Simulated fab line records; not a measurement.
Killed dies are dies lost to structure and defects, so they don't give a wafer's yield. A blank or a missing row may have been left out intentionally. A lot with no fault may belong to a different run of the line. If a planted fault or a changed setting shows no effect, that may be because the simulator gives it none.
Matching of chambers    flow gf180mcu    GF_V4_CMP_04 on cmp-01: 4 sister chambers
The step polishes SiO2. 4 wafers are shown with their chamber, then 7 later ones without.

== WAFERS WITH THEIR CHAMBER ==
wafer   chamber  motor current A (A)
L384.6  0        9.7
L390.1  1        12.1
L394.1  3        10.7
L394.2  2        11.1

== WAFERS WHOSE CHAMBER IS MISSING ==
wafer   motor current A (A)
L394.4  9.7
L398.1  9.7
L398.2  11.5
L398.5  10.5
L399.1  11.1
L399.3  10.6
L399.6  10.6

== WHICH CHAMBER EACH ONE RAN IN ==
wafer    from the rows above       in truth
L394.4   0                         0
L398.1   0                         0
L398.2   can't be placed: 2 or 1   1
L398.5   3                         3
L399.1   2                         2
L399.3   3                         3
L399.6   3                         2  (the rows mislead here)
Correct placement for 5 of the 7. Cannot be placed on the basis of these rows: 1; the candidates contain the true chamber in 1. 1 placed wrongly.
How it was worked out, from the rows above alone: a wafer's distance from a chamber is the root of the sum, over the readings, of the square of ((its reading less the chamber's mean) divided by the reading's scatter). The wafer belongs to the nearest chamber; if the next one is less than 2 further off, it can't be placed. A chamber's mean is the mean of its shown wafers. The scatter: with one shown wafer a chamber, the root of the mean of the squares of how far each hidden wafer lies from its nearest shown one.
